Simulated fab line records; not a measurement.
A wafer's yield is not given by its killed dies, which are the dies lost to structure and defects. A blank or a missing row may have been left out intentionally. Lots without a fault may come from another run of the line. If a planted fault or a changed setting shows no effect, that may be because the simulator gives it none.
Which tool was responsible? || flow gf180mcu || 6 lots with 17 wafers sampled at 3 steps, on a route of 602 steps

WHAT THE GAUGES READ, wafer by wafer
GF_HV_LDD_TW_MEAS_50.
{"lot": "L786", "measured": "day 13 06:39", "on": "filmMetro-02", "HV_LDD_4_TW": "569 567 568"}
{"lot": "L789", "measured": "day 14 15:21", "on": "filmMetro-02", "HV_LDD_4_TW": "569 567 569"}
{"lot": "L790", "measured": "day 15 12:52", "on": "filmMetro-03", "HV_LDD_4_TW": "565 566 564"}
{"lot": "L797", "measured": "day 17 15:12", "on": "filmMetro-04", "HV_LDD_4_TW": "573 30"}
{"lot": "L801", "measured": "day 18 10:44", "on": "filmMetro-02", "HV_LDD_4_TW": "571 566 571"}
{"lot": "L804", "measured": "day 19 13:58", "on": "filmMetro-03", "HV_LDD_4_TW": "565 564 562"}

WHAT TOOL EACH LOT RAN ON (gives the tool, then ch and the chambers of the sampled wafers, and finally the start)
{"lot": "L786", "GF_HV_LDD_DEVELOP_45": "lithoTrack-04 ch 0, day 13 06:06", "GF_HV_LDD_STRIP_49": "plasmaAsher-04 ch 0,1, day 13 06:33"}
{"lot": "L789", "GF_HV_LDD_DEVELOP_45": "lithoTrack-02 ch 0, day 14 14:50", "GF_HV_LDD_STRIP_49": "plasmaAsher-04 ch 0,1, day 14 15:16"}
{"lot": "L790", "GF_HV_LDD_DEVELOP_45": "lithoTrack-01 ch 0, day 15 12:19", "GF_HV_LDD_STRIP_49": "plasmaAsher-01 ch 0,1, day 15 12:46"}
{"lot": "L797", "GF_HV_LDD_DEVELOP_45": "lithoTrack-02 ch 0, day 17 14:41", "GF_HV_LDD_STRIP_49": "plasmaAsher-04 ch 0,1, day 17 15:07"}
{"lot": "L801", "GF_HV_LDD_DEVELOP_45": "lithoTrack-04 ch 0, day 18 10:13", "GF_HV_LDD_STRIP_49": "plasmaAsher-04 ch 0,1, day 18 10:38"}
{"lot": "L804", "GF_HV_LDD_DEVELOP_45": "lithoTrack-01 ch 0, day 19 13:26", "GF_HV_LDD_STRIP_49": "plasmaAsher-01 ch 0,1, day 19 13:52"}
- GF_HV_LDD_DEVELOP_45: develop time 60 s.
- GF_HV_LDD_STRIP_49: strips in O2/N2.

THE ANSWER, worked out from the rows above alone
Rule: the usual values come from the lots themselves. The widest of any qualifying gaps counts: lots, ordered by their means at a reading, are off when they make up no more than a third of the lots, leave a main group of 4 or more, and stand apart from it by 3 or more times the standard deviation of that group's means. Not used: any main group whose means are identical at the precision the tables above print for the reading. Also off: a lot with no number at a reading for which 4 or more lots have one. The other lots that the step has rows for count as sound.
Off: L797, seen at GF_HV_LDD_TW_MEAS_50 (HV_LDD_4_TW). Main group: mean 567, sd 2.2.
If a tool, at a process step before that reading, ran all the lots that are off and no sound lot after the first of them, it fits. Those tools and the gauges at GF_HV_LDD_TW_MEAS_50 are tried in the same way. 2 tools fit, lithoTrack-02 at GF_HV_LDD_DEVELOP_45 and filmMetro-04 at GF_HV_LDD_TW_MEAS_50, so this cannot tell which one it is.

WHAT THE SIMULATOR HAD PUT IN
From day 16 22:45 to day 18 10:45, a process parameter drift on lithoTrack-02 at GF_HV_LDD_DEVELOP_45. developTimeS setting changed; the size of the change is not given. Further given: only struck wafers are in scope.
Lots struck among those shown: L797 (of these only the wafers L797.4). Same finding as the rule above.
